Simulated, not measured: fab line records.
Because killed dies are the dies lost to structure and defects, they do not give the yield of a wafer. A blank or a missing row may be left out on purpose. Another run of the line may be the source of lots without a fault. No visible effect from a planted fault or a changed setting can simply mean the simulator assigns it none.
fab line records / flow sky130 / part 2 of 2: steps 43 to 43 of 43
[record] lots = 6 wafers = 18 last_day = 49
route steps=708 shown VIA3@591 METAL4@598 CAP2M@603 PAD_OPEN@708
lots that met no fault: taken from a fault-free run of the same line
start_h: start of the lot's first displayed wafer, in hours after the record's first day / wait_h: time in hours since the lot's previous step / " repeats the value in the row above / L1.1+2: one row covering several wafers at once / - no value present, or no start provided / * or withheld: withheld / < > ~ a bound
route shown NAME@n: a module of which the file shows steps, and the number in the route of the first / usual: mean/standard deviation of fault-free wafers / same: alike in all rows / chamber/n: place in a boat / sites: per-site readings / _std_site: standard deviation of those values / _edge_site: outer sites' mean less inner sites' / radius_mm: how far each site lies from the wafer's centre / mask NAME#n: copy n / behind: tool/chamber where the wafer was last shaped / hold: why the lot went on hold/how many hours it stayed there/how the hold came to an end / device: the transistor (n, p or np) that didn't switch / end of line: the same wafers' tests at the end of the route / a step with no rows: only its recipe / killed: at the first sort, the dies lost to defects and structure; wafer yield is something else / map: a wafer's dies, x killed, . not, _ none there
set.NAME: the setting as run; set.NAME@STEP: as run at that earlier step / model.NAME: the simulator's own value behind a step, which no gauge read
a table for each step, a row for each wafer; lots at some steps of the route
services: the hour from which a tool's chamber was out of use, counted from the record's first day as start_h (under 0 if before that day), plus the number of hours and why
[[steps]]
[step SKY_PAD_OPEN_PROBE_99]
[usual] defect_limited_yield = 82.9/1.8 killed_at_M0_to_M3 = 42/7.2 killed_at_M4_up = 3.2/1.8 killed_at_contacts = 24/5.4 killed_at_front_end = 15/4 killed_at_other = 0.3/0.59 killed_dies = 84/9 killed_open = 46/7.1 killed_short = 38/6 sort_bin_3_pad_short = 0.8/0.41 sort_bin_5_function = 10.1/1.3 sort_bin_6_memory = 6.3/1.2 sort_n_pass = 408/9 sort_yield_pct = 82.9/1.8
[same] gross_dies = 492 killed_at_back_side = 0 sort_bin_4_leakage[%] = 0 sort_bin_8_speed[%] = 0
lot.wafer=L526.1 tool=prober-01 chamber=- start_h=1126.78 wait_h=0.1 defect_limited_yield[%]=81.9 killed_at_M0_to_M3=44 killed_at_M4_up=2 killed_at_contacts=24 killed_at_front_end=18 killed_at_other=1 killed_dies=89 killed_open=46 killed_short=42 sort_bin_3_pad_short[%]=0.4 sort_bin_5_function[%]=11.4 sort_bin_6_memory[%]=6.3 sort_n_pass=403 sort_yield_pct[%]=81.9 model.etest.cap_mim2.bv_v=14.1 model.etest.cap_mim2.leak_log10_a_cm2=-9.013 model.etest.cap_mim2.c_ff_um2=2.345
lot.wafer=L526.3 tool=prober-01 chamber=- start_h=1126.88 wait_h=0.2 defect_limited_yield[%]=80.9 killed_at_M0_to_M3=40 killed_at_M4_up=2 killed_at_contacts=31 killed_at_front_end=20 killed_at_other=1 killed_dies=94 killed_open=49 killed_short=45 sort_bin_3_pad_short[%]=0.8 sort_bin_5_function[%]=10.8 sort_bin_6_memory[%]=7.5 sort_n_pass=398 sort_yield_pct[%]=80.9 model.etest.cap_mim2.bv_v=14.13 model.etest.cap_mim2.leak_log10_a_cm2=-8.828 model.etest.cap_mim2.c_ff_um2=2.324
lot.wafer=L526.6 tool=prober-01 chamber=- start_h=1127.03 wait_h=0.2 defect_limited_yield[%]=83.3 killed_at_M0_to_M3=52 killed_at_M4_up=2 killed_at_contacts=18 killed_at_front_end=10 killed_at_other=0 killed_dies=82 killed_open=43 killed_short=39 sort_bin_3_pad_short[%]=1.0 sort_bin_5_function[%]=8.7 sort_bin_6_memory[%]=6.9 sort_n_pass=410 sort_yield_pct[%]=83.3 model.etest.cap_mim2.bv_v=13.78 model.etest.cap_mim2.leak_log10_a_cm2=-8.903 model.etest.cap_mim2.c_ff_um2=2.311
lot.wafer=L532.2 tool=prober-01 chamber=- start_h=1145.98 wait_h=0.1 defect_limited_yield[%]=87.8 killed_at_M0_to_M3=31 killed_at_M4_up=2 killed_at_contacts=14 killed_at_front_end=12 killed_at_other=1 killed_dies=60 killed_open=31 killed_short=29 sort_bin_3_pad_short[%]=0.8 sort_bin_5_function[%]=6.9 sort_bin_6_memory[%]=4.5 sort_n_pass=432 sort_yield_pct[%]=87.8 model.etest.cap_mim2.bv_v=14.02 model.etest.cap_mim2.leak_log10_a_cm2=-8.804 model.etest.cap_mim2.c_ff_um2=2.354
lot.wafer=L532.3 tool=prober-01 chamber=- start_h=1146.03 wait_h=0.2 defect_limited_yield[%]=83.5 killed_at_M0_to_M3=38 killed_at_M4_up=4 killed_at_contacts=22 killed_at_front_end=17 killed_at_other=0 killed_dies=81 killed_open=44 killed_short=37 sort_bin_3_pad_short[%]=0 sort_bin_5_function[%]=11.0 sort_bin_6_memory[%]=5.5 sort_n_pass=411 sort_yield_pct[%]=83.5 model.etest.cap_mim2.bv_v=13.51 model.etest.cap_mim2.leak_log10_a_cm2=-8.96 model.etest.cap_mim2.c_ff_um2=2.388
lot.wafer=L532.4 tool=prober-01 chamber=- start_h=1146.08 wait_h=0.2 defect_limited_yield[%]=83.3 killed_at_M0_to_M3=43 killed_at_M4_up=1 killed_at_contacts=21 killed_at_front_end=16 killed_at_other=1 killed_dies=82 killed_open=44 killed_short=38 sort_bin_3_pad_short[%]=1.2 sort_bin_5_function[%]=10.6 sort_bin_6_memory[%]=4.9 sort_n_pass=410 sort_yield_pct[%]=83.3 model.etest.cap_mim2.bv_v=14.03 model.etest.cap_mim2.leak_log10_a_cm2=-8.893 model.etest.cap_mim2.c_ff_um2=2.37
lot.wafer=L534.1 tool=prober-02 chamber=- start_h=1156.12 wait_h=0.1 defect_limited_yield[%]=82.7 killed_at_M0_to_M3=44 killed_at_M4_up=4 killed_at_contacts=26 killed_at_front_end=10 killed_at_other=1 killed_dies=85 killed_open=51 killed_short=34 sort_bin_3_pad_short[%]=1.2 sort_bin_5_function[%]=9.8 sort_bin_6_memory[%]=6.3 sort_n_pass=407 sort_yield_pct[%]=82.7 model.etest.cap_mim2.bv_v=13.23 model.etest.cap_mim2.leak_log10_a_cm2=-8.649 model.etest.cap_mim2.c_ff_um2=2.458
lot.wafer=L534.4 tool=prober-02 chamber=- start_h=1156.27 wait_h=0.2 defect_limited_yield[%]=83.7 killed_at_M0_to_M3=37 killed_at_M4_up=4 killed_at_contacts=19 killed_at_front_end=20 killed_at_other=0 killed_dies=80 killed_open=43 killed_short=37 sort_bin_3_pad_short[%]=1.2 sort_bin_5_function[%]=10.2 sort_bin_6_memory[%]=4.9 sort_n_pass=412 sort_yield_pct[%]=83.7 model.etest.cap_mim2.bv_v=13.66 model.etest.cap_mim2.leak_log10_a_cm2=-8.783 model.etest.cap_mim2.c_ff_um2=2.44
lot.wafer=L534.5 tool=prober-02 chamber=- start_h=1156.32 wait_h=0.2 defect_limited_yield[%]=82.1 killed_at_M0_to_M3=43 killed_at_M4_up=5 killed_at_contacts=24 killed_at_front_end=15 killed_at_other=1 killed_dies=88 killed_open=50 killed_short=38 sort_bin_3_pad_short[%]=0.6 sort_bin_5_function[%]=10.2 sort_bin_6_memory[%]=7.1 sort_n_pass=404 sort_yield_pct[%]=82.1 model.etest.cap_mim2.bv_v=13.63 model.etest.cap_mim2.leak_log10_a_cm2=-8.841 model.etest.cap_mim2.c_ff_um2=2.405
lot.wafer=L537.2 tool=prober-02 chamber=- start_h=1171.18 wait_h=0.1 defect_limited_yield[%]=84.3 killed_at_M0_to_M3=39 killed_at_M4_up=2 killed_at_contacts=21 killed_at_front_end=14 killed_at_other=1 killed_dies=77 killed_open=37 killed_short=38 sort_bin_3_pad_short[%]=0.8 sort_bin_5_function[%]=9.6 sort_bin_6_memory[%]=5.3 sort_n_pass=415 sort_yield_pct[%]=84.3 model.etest.cap_mim2.bv_v=13.6 model.etest.cap_mim2.leak_log10_a_cm2=-8.787 model.etest.cap_mim2.c_ff_um2=2.471
lot.wafer=L537.3 tool=prober-02 chamber=- start_h=1171.23 wait_h=0.2 defect_limited_yield[%]=85.0 killed_at_M0_to_M3=32 killed_at_M4_up=3 killed_at_contacts=25 killed_at_front_end=14 killed_at_other=0 killed_dies=74 killed_open=39 killed_short=34 sort_bin_3_pad_short[%]=1.0 sort_bin_5_function[%]=8.9 sort_bin_6_memory[%]=5.1 sort_n_pass=418 sort_yield_pct[%]=85.0 model.etest.cap_mim2.bv_v=12.91 model.etest.cap_mim2.leak_log10_a_cm2=-8.703 model.etest.cap_mim2.c_ff_um2=2.458
lot.wafer=L537.4 tool=prober-02 chamber=- start_h=1171.28 wait_h=0.2 defect_limited_yield[%]=83.3 killed_at_M0_to_M3=47 killed_at_M4_up=4 killed_at_contacts=18 killed_at_front_end=13 killed_at_other=0 killed_dies=82 killed_open=42 killed_short=40 sort_bin_3_pad_short[%]=1.2 sort_bin_5_function[%]=9.3 sort_bin_6_memory[%]=6.1 sort_n_pass=410 sort_yield_pct[%]=83.3 model.etest.cap_mim2.bv_v=13.74 model.etest.cap_mim2.leak_log10_a_cm2=-9.067 model.etest.cap_mim2.c_ff_um2=2.45
lot.wafer=L539.1 tool=prober-02 chamber=- start_h=1176.08 wait_h=0.1 defect_limited_yield[%]=84.1 killed_at_M0_to_M3=44 killed_at_M4_up=3 killed_at_contacts=20 killed_at_front_end=10 killed_at_other=1 killed_dies=78 killed_open=38 killed_short=40 sort_bin_3_pad_short[%]=0.8 sort_bin_5_function[%]=8.9 sort_bin_6_memory[%]=6.1 sort_n_pass=414 sort_yield_pct[%]=84.1 model.etest.cap_mim2.bv_v=13.45 model.etest.cap_mim2.leak_log10_a_cm2=-9.115 model.etest.cap_mim2.c_ff_um2=2.373
lot.wafer=L539.2 tool=prober-02 chamber=- start_h=1176.13 wait_h=0.1 defect_limited_yield[%]=80.9 killed_at_M0_to_M3=53 killed_at_M4_up=2 killed_at_contacts=23 killed_at_front_end=16 killed_at_other=0 killed_dies=94 killed_open=54 killed_short=40 sort_bin_3_pad_short[%]=0.8 sort_bin_5_function[%]=11.4 sort_bin_6_memory[%]=6.9 sort_n_pass=398 sort_yield_pct[%]=80.9 model.etest.cap_mim2.bv_v=13.71 model.etest.cap_mim2.leak_log10_a_cm2=-8.95 model.etest.cap_mim2.c_ff_um2=2.333
lot.wafer=L539.4 tool=prober-02 chamber=- start_h=1176.23 wait_h=0.2 defect_limited_yield[%]=84.3 killed_at_M0_to_M3=38 killed_at_M4_up=1 killed_at_contacts=28 killed_at_front_end=9 killed_at_other=1 killed_dies=77 killed_open=43 killed_short=34 sort_bin_3_pad_short[%]=1.4 sort_bin_5_function[%]=8.3 sort_bin_6_memory[%]=5.9 sort_n_pass=415 sort_yield_pct[%]=84.3 model.etest.cap_mim2.bv_v=13.95 model.etest.cap_mim2.leak_log10_a_cm2=-9.231 model.etest.cap_mim2.c_ff_um2=2.283
lot.wafer=L540.1 tool=prober-01 chamber=- start_h=1180.40 wait_h=0.1 defect_limited_yield[%]=82.1 killed_at_M0_to_M3=44 killed_at_M4_up=2 killed_at_contacts=26 killed_at_front_end=16 killed_at_other=0 killed_dies=88 killed_open=47 killed_short=41 sort_bin_3_pad_short[%]=0.2 sort_bin_5_function[%]=11.0 sort_bin_6_memory[%]=6.7 sort_n_pass=404 sort_yield_pct[%]=82.1 model.etest.cap_mim2.bv_v=13.75 model.etest.cap_mim2.leak_log10_a_cm2=-8.912 model.etest.cap_mim2.c_ff_um2=2.384
lot.wafer=L540.3 tool=prober-01 chamber=- start_h=1180.50 wait_h=0.2 defect_limited_yield[%]=85.2 killed_at_M0_to_M3=34 killed_at_M4_up=1 killed_at_contacts=22 killed_at_front_end=16 killed_at_other=0 killed_dies=73 killed_open=42 killed_short=31 sort_bin_3_pad_short[%]=1.2 sort_bin_5_function[%]=7.7 sort_bin_6_memory[%]=5.9 sort_n_pass=419 sort_yield_pct[%]=85.2 model.etest.cap_mim2.bv_v=13.71 model.etest.cap_mim2.leak_log10_a_cm2=-8.926 model.etest.cap_mim2.c_ff_um2=2.357
lot.wafer=L540.4 tool=prober-01 chamber=- start_h=1180.55 wait_h=0.2 defect_limited_yield[%]=83.9 killed_at_M0_to_M3=37 killed_at_M4_up=2 killed_at_contacts=21 killed_at_front_end=19 killed_at_other=0 killed_dies=79 killed_open=41 killed_short=38 sort_bin_3_pad_short[%]=1.4 sort_bin_5_function[%]=9.6 sort_bin_6_memory[%]=5.1 sort_n_pass=413 sort_yield_pct[%]=83.9 model.etest.cap_mim2.bv_v=14.06 model.etest.cap_mim2.leak_log10_a_cm2=-9.197 model.etest.cap_mim2.c_ff_um2=2.33
// killed by level:class
L526.1 CONTACT:geometric_particle:open=10 FIELD_ISO:geometric_particle:open=6 VIA1:geometric_particle:open=6 VIA3:geometric_particle:open=6 FIELD_ISO:geometric_particle:short=5 METAL1:geometric_particle:short=5 VIA1:geometric_particle:short=5 METAL3:geometric_particle:short=5
L526.3 CONTACT:geometric_particle:open=12 VIA3:geometric_particle:open=9 FIELD_ISO:geometric_particle:short=7 VIA1:geometric_particle:open=7 CONTACT:geometric_particle:short=6 VIA1:geometric_particle:short=6 LI_CONTACT:geometric_particle:short=5 LI_CONTACT:geometric_particle:open=5
L526.6 VIA1:geometric_particle:short=13 VIA1:geometric_particle:open=12 VIA3:geometric_particle:open=7 CONTACT:geometric_particle:open=6 FIELD_ISO:geometric_particle:open=5 LI_CONTACT:geometric_particle:open=5 CONTACT:geometric_particle:short=4 METAL1:geometric_particle:short=4
L532.2 METAL1:geometric_particle:short=8 CONTACT:geometric_particle:open=7 VIA2:geometric_particle:open=5 VIA1:geometric_particle:open=5 VIA3:geometric_particle:open=5 POLY_GATE:geometric_particle:short=4 FIELD_ISO:geometric_particle:short=3 METAL3:geometric_particle:short=3
L532.3 VIA1:geometric_particle:open=14 FIELD_ISO:geometric_particle:open=7 CONTACT:geometric_particle:open=7 FIELD_ISO:geometric_particle:short=6 LI_CONTACT:geometric_particle:open=5 LOCAL_INTERCONNECT:geometric_particle:short=4 METAL1:geometric_particle:short=4 METAL2:geometric_particle:short=4
L532.4 VIA1:geometric_particle:open=15 CONTACT:geometric_particle:open=11 FIELD_ISO:geometric_particle:short=7 VIA1:geometric_particle:short=6 POLY_GATE:geometric_particle:short=4 VIA2:geometric_particle:short=4 VIA2:geometric_particle:open=4 VIA3:geometric_particle:open=4
L534.1 VIA1:geometric_particle:open=11 LI_CONTACT:geometric_particle:open=8 CONTACT:geometric_particle:open=8 VIA3:geometric_particle:open=8 VIA2:geometric_particle:open=7 METAL1:geometric_particle:short=5 VIA1:geometric_particle:short=5 LI_CONTACT:geometric_particle:short=4
L534.4 VIA1:geometric_particle:open=10 FIELD_ISO:geometric_particle:short=7 LI_CONTACT:geometric_particle:open=7 METAL1:geometric_particle:short=6 CONTACT:geometric_particle:open=5 METAL2:geometric_particle:short=5 CONTACT:geometric_particle:short=4 VIA1:geometric_particle:short=4
L534.5 VIA1:geometric_particle:open=16 CONTACT:geometric_particle:open=8 FIELD_ISO:geometric_particle:open=6 METAL2:geometric_particle:short=6 CONTACT:geometric_particle:short=5 VIA2:geometric_particle:short=5 VIA3:geometric_particle:open=5 FIELD_ISO:geometric_particle:short=4
L537.2 VIA1:geometric_particle:open=8 CONTACT:geometric_particle:open=8 METAL2:geometric_particle:short=8 CONTACT:geometric_particle:short=6 METAL1:geometric_particle:short=6 VIA2:geometric_particle:open=6 VIA3:geometric_particle:open=5 FIELD_ISO:geometric_particle:short=4
L537.3 CONTACT:geometric_particle:open=10 VIA3:geometric_particle:open=8 LI_CONTACT:geometric_particle:open=7 VIA1:geometric_particle:open=7 FIELD_ISO:geometric_particle:short=5 VIA2:geometric_particle:short=5 METAL2:geometric_particle:short=5 FIELD_ISO:geometric_particle:open=4
L537.4 VIA1:geometric_particle:open=13 LI_CONTACT:geometric_particle:open=6 METAL2:geometric_particle:short=5 VIA3:geometric_particle:open=5 METAL1:geometric_particle:short=5 METAL3:geometric_particle:short=5 VIA2:geometric_particle:open=4 CONTACT:geometric_particle:open=4
L539.1 VIA1:geometric_particle:open=10 VIA3:geometric_particle:open=9 LI_CONTACT:geometric_particle:short=6 METAL1:geometric_particle:short=6 CONTACT:geometric_particle:short=4 CONTACT:geometric_particle:open=4 VIA2:geometric_particle:open=4 POLY_GATE:geometric_particle:short=3
L539.2 VIA1:geometric_particle:open=14 LI_CONTACT:geometric_particle:open=9 CONTACT:geometric_particle:open=8 METAL1:geometric_particle:short=6 VIA2:geometric_particle:short=6 VIA2:geometric_particle:open=5 VIA3:geometric_particle:open=5 FIELD_ISO:geometric_particle:short=4
L539.4 VIA1:geometric_particle:open=10 LI_CONTACT:geometric_particle:open=8 CONTACT:geometric_particle:open=7 VIA3:geometric_particle:open=5 METAL2:geometric_particle:short=5 LOCAL_INTERCONNECT:geometric_particle:short=4 METAL3:geometric_particle:short=4 FIELD_ISO:geometric_particle:short=3
L540.1 VIA1:geometric_particle:open=10 FIELD_ISO:geometric_particle:short=8 LI_CONTACT:geometric_particle:open=8 CONTACT:geometric_particle:open=8 METAL1:geometric_particle:short=6 VIA2:geometric_particle:open=6 LOCAL_INTERCONNECT:geometric_particle:short=5 VIA3:geometric_particle:open=5
L540.3 VIA1:geometric_particle:open=9 CONTACT:geometric_particle:open=8 LI_CONTACT:geometric_particle:open=6 POLY_GATE:geometric_particle:short=5 VIA3:geometric_particle:open=5 POLY_GATE:geometric_particle:open=4 LOCAL_INTERCONNECT:geometric_particle:short=4 METAL1:geometric_particle:short=4
L540.4 METAL1:geometric_particle:short=10 VIA1:geometric_particle:open=7 VIA2:geometric_particle:open=6 FIELD_ISO:geometric_particle:short=5 LI_CONTACT:geometric_particle:open=5 LOCAL_INTERCONNECT:geometric_particle:short=5 CONTACT:geometric_particle:open=5 POLY_GATE:geometric_particle:open=4
[[services]]
tool=cmp-01 chamber=- start_h=960.85 hours=6.0 kind=pm
tool=plasma_asher-04 chamber=- start_h=964.23 hours=2.4 kind=repair
tool=pvd_sputter-02 chamber=- start_h=975.52 hours=0.5 kind=repair
tool=rie_diel-03 chamber=0 start_h=984.84 hours=8.3 kind=repair
tool=pvd_sputter-01 chamber=- start_h=986.81 hours=5.0 kind=repair
tool=pvd_sputter-01 chamber=- start_h=994.27 hours=3.0 kind=repair
tool=rie_diel-03 chamber=1 start_h=996.96 hours=4.5 kind=repair
tool=pvd_sputter-01 chamber=- start_h=1001.47 hours=4.3 kind=repair
tool=pecvd-02 chamber=- start_h=1007.01 hours=1.2 kind=repair
tool=pecvd-02 chamber=- start_h=1007.50 hours=2.3 kind=repair
tool=pecvd-02 chamber=2 start_h=1009.32 hours=5.7 kind=repair
tool=pvd_sputter-02 chamber=- start_h=1011.14 hours=3.4 kind=repair
tool=cmp-01 chamber=- start_h=1019.73 hours=1.0 kind=repair
tool=pvd_sputter-01 chamber=- start_h=1026.42 hours=1.4 kind=repair
tool=cmp-01 chamber=- start_h=1029.96 hours=1.0 kind=repair
tool=cmp-02 chamber=- start_h=1032.68 hours=4.8 kind=repair
tool=rie_diel-03 chamber=1 start_h=1042.63 hours=2.8 kind=repair
tool=cmp-01 chamber=- start_h=1048.72 hours=6.0 kind=pm
tool=cmp-01 chamber=- start_h=1059.60 hours=0.3 kind=repair
tool=pvd_sputter-01 chamber=- start_h=1061.81 hours=15.0 kind=repair
tool=cmp-02 chamber=- start_h=1072.71 hours=2.6 kind=repair
tool=rie_diel-03 chamber=2 start_h=1083.15 hours=14.0 kind=repair
tool=cmp-01 chamber=- start_h=1083.59 hours=0.2 kind=repair
tool=cmp-01 chamber=- start_h=1083.76 hours=6.4 kind=repair
[[key]]
[first_sign] step = SKY_CAP2M_CVD_00 reading = rf_fwd_power_W direction = down sigmas = 26 usual = 441.8 struck = 370.6
[effect] step = SKY_CAP2M_THK_MEAS_01 reading = visit direction = added
[model_effect] step = SKY_CAP2M_CVD_00 value = SiO2_of_CAP2M_CVD_00.thk_nm without = 15.67 struck = 14.88
[model_effect] step = SKY_METAL4_ETCH_17 value = etch.depth_nm without = 15.67 struck = 14.88
[model_effect] step = SKY_PAD_OPEN_PROBE_99 value = etest.cap_mim2.bv_v without = 14.18 struck = 13.46
met_at SKY_CAP2M_CVD_00
struck_wafers L534.1,L534.4,L534.5,L537.2,L537.3,L537.4
onset_between 981.41 1020.60
[fault] kind = process_parameter_drift tool = pecvd-02 chamber = - onset_h = 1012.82 steps = SKY_CAP2M_CVD_00 channel = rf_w offset = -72 shape = step acts_in = these_recipes_only stated = 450
